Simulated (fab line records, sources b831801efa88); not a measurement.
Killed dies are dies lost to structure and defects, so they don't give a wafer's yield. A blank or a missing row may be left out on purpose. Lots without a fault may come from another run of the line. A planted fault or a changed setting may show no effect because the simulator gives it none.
Which tool did it? | flow sky130 | 24 lots, 72 wafers sampled, at 6 steps of a route of 708

WHAT THE GAUGES READ, wafer by wafer
SKY_VIA3_RS_MEAS_22: measures by four-point-probe. Usual: VIA3_W_RS 0.293 ohm/sq, standard deviation 0.0034.
lot  | measured     | on            | VIA3_W_RS (ohm/sq) | flag
L074 | day 39 14:47 | film_metro-02 | 0.293 0.296 0.293  |
L075 | day 40 00:52 | film_metro-01 | 0.297 0.298 0.298  |
L076 | day 41 04:12 | film_metro-02 | 0.293 0.291 0.296  |
L077 | day 41 05:22 | film_metro-01 | 0.289 0.290 0.286  |
L079 | day 41 09:28 | film_metro-03 | 0.286 0.285 0.285  |
L078 | day 41 11:26 | film_metro-01 | 0.292 0.295 0.292  |
L080 | day 41 11:38 | film_metro-03 | 0.288 0.292 0.295  |
L081 | day 41 14:53 | film_metro-03 | 0.296 0.293 0.295  |
L082 | day 42 07:58 | film_metro-01 | 0.290 0.291 0.292  |
L083 | day 42 09:52 | film_metro-03 | 0.295 0.299 0.296  |
L085 | day 42 18:30 | film_metro-03 | 0.294 0.292 0.291  |
L084 | day 42 19:09 | film_metro-02 | 0.299 0.296 0.294  |
L086 | day 43 08:48 | film_metro-02 | 0.294 0.291 0.293  |
L089 | day 44 10:02 | film_metro-01 | 0.297 0.297 0.298  |
L087 | day 44 13:20 | film_metro-02 | 0.295 0.290 0.297  |
L088 | day 44 13:34 | film_metro-01 | 0.297 0.294 0.296  |
L090 | day 44 13:37 | film_metro-03 | 0.296 0.292 0.293  |
L091 | day 44 14:59 | film_metro-03 | 0.294 0.294 0.292  |
L092 | day 44 17:56 | film_metro-03 | 0.294 0.290 0.294  |
L093 | day 44 19:06 | film_metro-03 | 0.290 0.286 0.287  |
L094 | day 45 06:27 | film_metro-01 | 0.299 0.296 0.294  |
L095 | day 45 11:54 | film_metro-03 | 0.287 0.284 0.290  |
L096 | day 45 15:49 | film_metro-02 | 0.295 0.295 0.295  |
L097 | day 45 18:11 | film_metro-02 | 0.295 0.295 0.291  |

SKY_CAP2M_THK_MEAS_01. Usual: CAP2M_CVD_00_THK 15.45 nm, standard deviation 0.22.
lot  | measured     | on            | CAP2M_CVD_00_THK (nm) | flag
L074 | day 39 15:25 | film_metro-04 | 15.41 15.82 15.43     |
L075 | day 40 01:31 | film_metro-03 | 15.18 15.27 15.40     |
L076 | day 41 04:51 | film_metro-03 | 15.52 15.48 15.51     |
L077 | day 41 06:01 | film_metro-02 | 15.19 15.52 15.68     |
L079 | day 41 10:07 | film_metro-02 | 15.28 15.36 15.57     |
L078 | day 41 12:05 | film_metro-03 | 15.12 15.40 15.48     |
L080 | day 41 12:17 | film_metro-04 | 15.52 15.58 15.63     |
L081 | day 41 15:32 | film_metro-03 | 15.13 15.03 15.37     |
L082 | day 42 08:37 | film_metro-03 | 15.30 15.33 15.56     |
L083 | day 42 10:31 | film_metro-03 | 15.14 15.59 15.27     |
L085 | day 42 19:16 | film_metro-04 | 15.36 15.76 15.38     |
L084 | day 42 19:49 | film_metro-02 | 15.22 15.47 15.34     |
L086 | day 43 09:28 | film_metro-04 | 15.06 15.15 15.16     |
L089 | day 44 10:41 | film_metro-04 | 15.48 15.20 15.75     |
L087 | day 44 14:04 | film_metro-04 | 15.33 15.33 15.28     |
L088 | day 44 14:12 | film_metro-03 | 15.64 15.75 15.74     |
L090 | day 44 14:22 | film_metro-03 | 15.41 15.44 15.72     |
L091 | day 44 15:37 | film_metro-04 | 15.70 15.53 15.56     |
L092 | day 44 18:34 | film_metro-03 | 15.18 15.32 15.39     |
L093 | day 44 19:44 | film_metro-03 | 15.39 15.48 15.77     |
L094 | day 45 07:05 | film_metro-02 | 15.41 15.43 15.90     |
L095 | day 45 12:33 | film_metro-03 | 15.66 15.56 15.92     |
L096 | day 45 16:26 | film_metro-04 | 15.49 15.67 15.85     |
L097 | day 45 18:51 | film_metro-04 | 15.72 15.54 15.90     |

WHICH TOOL RAN EACH LOT (tool, then ch and the chambers of the sampled wafers, then the start)
lot  | SKY_METAL2_SPUTTER_02        | SKY_METAL3_STRIP_19                  | SKY_METAL4_SPUTTER_02        | SKY_CAP2M_CVD_00
L074 | pvd_sputter-04, day 34 00:07 | plasma_asher-02 ch 0,1, day 38 13:29 | pvd_sputter-03, day 39 15:17 | pecvd-03 ch 1,2, day 39 15:23
L075 | pvd_sputter-02, day 34 07:25 | plasma_asher-01 ch 0,1, day 38 22:05 | pvd_sputter-04, day 40 01:23 | pecvd-01 ch 0,1, day 40 01:29
L076 | pvd_sputter-04, day 35 16:03 | plasma_asher-02 ch 0,1, day 40 02:02 | pvd_sputter-02, day 41 04:43 | pecvd-02 ch 1,2, day 41 04:50
L077 | pvd_sputter-01, day 35 18:49 | plasma_asher-01 ch 0, day 40 02:53   | pvd_sputter-03, day 41 05:52 | pecvd-03 ch 0,2, day 41 05:59
L079 | pvd_sputter-02, day 35 21:01 | plasma_asher-01 ch 0,1, day 40 06:35 | pvd_sputter-04, day 41 09:59 | pecvd-01 ch 0,1,2, day 41 10:06
L078 | pvd_sputter-01, day 35 21:24 | plasma_asher-03 ch 0,1, day 40 07:44 | pvd_sputter-02, day 41 11:58 | pecvd-03 ch 0,2, day 41 12:04
L080 | pvd_sputter-02, day 35 22:42 | plasma_asher-03 ch 0,1, day 40 08:01 | pvd_sputter-03, day 41 12:10 | pecvd-01 ch 0,2, day 41 12:16
L081 | pvd_sputter-01, day 36 03:19 | plasma_asher-02 ch 0,1, day 40 11:59 | pvd_sputter-04, day 41 15:25 | pecvd-03 ch 0,1,2, day 41 15:31
L082 | pvd_sputter-01, day 36 18:07 | plasma_asher-02 ch 0,1, day 41 06:53 | pvd_sputter-03, day 42 08:29 | pecvd-03 ch 0,1,2, day 42 08:35
L083 | pvd_sputter-02, day 36 22:35 | plasma_asher-02 ch 0,1, day 41 08:05 | pvd_sputter-02, day 42 10:23 | pecvd-03 ch 0,2, day 42 10:29
L085 | pvd_sputter-04, day 37 10:10 | plasma_asher-01 ch 0,1, day 41 17:05 | pvd_sputter-03, day 42 19:04 | pecvd-01 ch 0,2, day 42 19:11
L084 | pvd_sputter-02, day 37 11:26 | plasma_asher-01 ch 0,1, day 41 17:39 | pvd_sputter-03, day 42 19:41 | pecvd-01 ch 2, day 42 19:47
L086 | pvd_sputter-01, day 37 23:55 | plasma_asher-02 ch 0,1, day 42 07:59 | pvd_sputter-04, day 43 09:20 | pecvd-02 ch 0,1, day 43 09:26
L089 | pvd_sputter-02, day 39 07:02 | plasma_asher-02 ch 0,1, day 43 10:22 | pvd_sputter-03, day 44 10:32 | pecvd-03 ch 0,1,2, day 44 10:39
L087 | pvd_sputter-04, day 39 07:38 | plasma_asher-03 ch 0,1, day 43 11:49 | pvd_sputter-02, day 44 13:56 | pecvd-02 ch 0,2, day 44 14:02
L088 | pvd_sputter-02, day 39 07:56 | plasma_asher-02 ch 0,1, day 43 12:15 | pvd_sputter-03, day 44 14:03 | pecvd-01 ch 0,1,2, day 44 14:10
L090 | pvd_sputter-02, day 39 09:14 | plasma_asher-03 ch 0,1, day 43 12:23 | pvd_sputter-02, day 44 14:14 | pecvd-03 ch 1,2, day 44 14:20
L091 | pvd_sputter-02, day 39 11:16 | plasma_asher-01 ch 0,1, day 43 13:46 | pvd_sputter-03, day 44 15:27 | pecvd-02 ch 0,1,2, day 44 15:34
L092 | pvd_sputter-02, day 39 14:18 | plasma_asher-01 ch 0,1, day 43 16:52 | pvd_sputter-03, day 44 18:25 | pecvd-02 ch 0,2, day 44 18:32
L093 | pvd_sputter-04, day 39 15:53 | plasma_asher-02 ch 0,1, day 43 17:50 | pvd_sputter-03, day 44 19:35 | pecvd-01 ch 0,2, day 44 19:42
L094 | pvd_sputter-01, day 40 07:12 | plasma_asher-02 ch 0,1, day 44 07:02 | pvd_sputter-02, day 45 06:58 | pecvd-03 ch 0,2, day 45 07:04
L095 | pvd_sputter-04, day 40 11:58 | plasma_asher-01 ch 0,1, day 44 12:32 | pvd_sputter-04, day 45 12:25 | pecvd-02 ch 0,1,2, day 45 12:31
L096 | pvd_sputter-01, day 40 15:43 | plasma_asher-02 ch 0,1, day 44 16:52 | pvd_sputter-02, day 45 16:17 | pecvd-03 ch 0,1,2, day 45 16:24
L097 | pvd_sputter-04, day 40 18:55 | plasma_asher-03 ch 0,1, day 44 18:50 | pvd_sputter-02, day 45 18:43 | pecvd-01 ch 0,2, day 45 18:50
- SKY_METAL2_SPUTTER_02: material AlCu, target thk 250 nm, time 13.3 s.
- SKY_METAL3_STRIP_19: strips in O2/N2.
- SKY_METAL4_SPUTTER_02: material AlCu, target thk 735 nm, time 39.1 s.
- SKY_CAP2M_CVD_00: deposits SiO2, target thk 15.5 nm.

WHAT THE TOOLS THEMSELVES READ (means of the sampled wafers that have a number; where no wafer has one, the mark that the record gives instead)
SKY_METAL2_SPUTTER_02. Usual: throttle_valve_pct 30.2 %, standard deviation 1.
lot  | tool           | throttle_valve_pct (%) | flag
L074 | pvd_sputter-04 | 29.3                   |
L075 | pvd_sputter-02 | 31.1                   |
L076 | pvd_sputter-04 | 29.1                   |
L077 | pvd_sputter-01 | 29.9                   |
L079 | pvd_sputter-02 | 31.2                   |
L078 | pvd_sputter-01 | 30.0                   |
L080 | pvd_sputter-02 | 30.8                   |
L081 | pvd_sputter-01 | 29.7                   |
L082 | pvd_sputter-01 | 30.3                   |
L083 | pvd_sputter-02 | 30.8                   |
L085 | pvd_sputter-04 | 30.1                   |
L084 | pvd_sputter-02 | 30.7                   |
L086 | pvd_sputter-01 | 30.1                   |
L089 | pvd_sputter-02 | 30.2                   |
L087 | pvd_sputter-04 | 29.6                   |
L088 | pvd_sputter-02 | 30.9                   |
L090 | pvd_sputter-02 | 29.9                   |
L091 | pvd_sputter-02 | 30.9                   |
L092 | pvd_sputter-02 | 30.9                   |
L093 | pvd_sputter-04 | 29.4                   |
L094 | pvd_sputter-01 | 29.7                   |
L095 | pvd_sputter-04 | 29.6                   |
L096 | pvd_sputter-01 | 29.2                   |
L097 | pvd_sputter-04 | 29.8                   |

SKY_METAL3_STRIP_19. Usual: drypump_motor_current_A 5.6 A, standard deviation 0.39; oes_product_au 0.501 a.u., standard deviation 0.0055; strip_time_to_endpoint_s 6.52 s, standard deviation 0.063.
lot  | tool            | drypump_motor_current_A (A) | oes_product_au (a.u.) | strip_time_to_endpoint_s (s) | flag
L074 | plasma_asher-02 | 5.8                         | 0.504                 | 6.52                         |
L075 | plasma_asher-01 | 5.1                         | 0.501                 | 6.48                         |
L076 | plasma_asher-02 | 5.8                         | 0.496                 | 6.44                         |
L077 | plasma_asher-01 | 5.1                         | 0.501                 | 6.50                         |
L079 | plasma_asher-01 | 5.1                         | 0.504                 | 6.55                         |
L078 | plasma_asher-03 | 5.5                         | 0.505                 | 6.54                         |
L080 | plasma_asher-03 | 5.7                         | 0.504                 | 6.50                         |
L081 | plasma_asher-02 | 5.8                         | 0.506                 | 6.49                         |
L082 | plasma_asher-02 | 6.0                         | 0.503                 | 6.44                         |
L083 | plasma_asher-02 | 5.8                         | 0.504                 | 6.52                         |
L085 | plasma_asher-01 | 5.1                         | 0.500                 | 6.55                         |
L084 | plasma_asher-01 | 5.1                         | 0.499                 | 6.51                         |
L086 | plasma_asher-02 | 5.8                         | 0.506                 | 6.55                         |
L089 | plasma_asher-02 | 5.9                         | 0.500                 | 6.53                         |
L087 | plasma_asher-03 | 5.5                         | 0.493                 | 6.42                         |
L088 | plasma_asher-02 | 5.8                         | 0.496                 | 6.47                         |
L090 | plasma_asher-03 | 5.5                         | 0.501                 | 6.49                         |
L091 | plasma_asher-01 | 5.1                         | 0.501                 | 6.55                         |
L092 | plasma_asher-01 | 5.1                         | 0.502                 | 6.52                         |
L093 | plasma_asher-02 | 6.0                         | 0.502                 | 6.53                         |
L094 | plasma_asher-02 | 5.8                         | 0.510                 | 6.59                         |
L095 | plasma_asher-01 | 5.1                         | 0.500                 | 6.48                         |
L096 | plasma_asher-02 | 5.9                         | 0.498                 | 6.53                         |
L097 | plasma_asher-03 | 5.5                         | 0.505                 | 6.63                         |

SKY_METAL4_SPUTTER_02. Usual: throttle_valve_pct 30.4 %, standard deviation 0.9.
lot  | tool           | throttle_valve_pct (%) | flag
L074 | pvd_sputter-03 | 30.4                   |
L075 | pvd_sputter-04 | 29.5                   |
L076 | pvd_sputter-02 | 30.7                   |
L077 | pvd_sputter-03 | 31.1                   |
L079 | pvd_sputter-04 | 29.5                   |
L078 | pvd_sputter-02 | 31.1                   |
L080 | pvd_sputter-03 | 30.5                   |
L081 | pvd_sputter-04 | 29.4                   |
L082 | pvd_sputter-03 | 31.1                   |
L083 | pvd_sputter-02 | 31.0                   |
L085 | pvd_sputter-03 | 30.2                   |
L084 | pvd_sputter-03 | 30.4                   |
L086 | pvd_sputter-04 | 29.5                   |
L089 | pvd_sputter-03 | 30.7                   |
L087 | pvd_sputter-02 | 30.5                   |
L088 | pvd_sputter-03 | 30.1                   |
L090 | pvd_sputter-02 | 30.4                   |
L091 | pvd_sputter-03 | 31.1                   |
L092 | pvd_sputter-03 | 30.7                   |
L093 | pvd_sputter-03 | 30.8                   |
L094 | pvd_sputter-02 | 31.4                   |
L095 | pvd_sputter-04 | 29.5                   |
L096 | pvd_sputter-02 | 30.8                   |
L097 | pvd_sputter-02 | 30.7                   |

SKY_CAP2M_CVD_00. Usual: heater_power_w 710 W, standard deviation 110.
lot  | tool     | heater_power_w (W) | flag
L074 | pecvd-03 | 740                |
L075 | pecvd-01 | 635                |
L076 | pecvd-02 | 854                |
L077 | pecvd-03 | 705                |
L079 | pecvd-01 | 617                |
L078 | pecvd-03 | 681                |
L080 | pecvd-01 | 625                |
L081 | pecvd-03 | 661                |
L082 | pecvd-03 | 710                |
L083 | pecvd-03 | 782                |
L085 | pecvd-01 | 622                |
L084 | pecvd-01 | 562                |
L086 | pecvd-02 | 855                |
L089 | pecvd-03 | 710                |
L087 | pecvd-02 | 805                |
L088 | pecvd-01 | 625                |
L090 | pecvd-03 | 721                |
L091 | pecvd-02 | 828                |
L092 | pecvd-02 | 722                |
L093 | pecvd-01 | 576                |
L094 | pecvd-03 | 708                |
L095 | pecvd-02 | 834                |
L096 | pecvd-03 | 707                |
L097 | pecvd-01 | 627                |

THE ANSWER, worked out from the rows above alone
Rule: a lot is off if the mean of its wafers that have a number lies more than 3 standard deviations from the usual mean. A lot without any number at a reading at which 4 lots or more have one is off too. The other lots that the step has rows for count as sound. The gauges are gone through in route order, then the tools' own readings, and for those a lot's mean is taken as printed above. The first step at which some lot is off is used, and at that step the reading that is off furthest; a lot without a number counts as furthest.
No lot is off at any reading shown: from this, nothing can be told.

WHAT THE SIMULATOR HAD PUT IN
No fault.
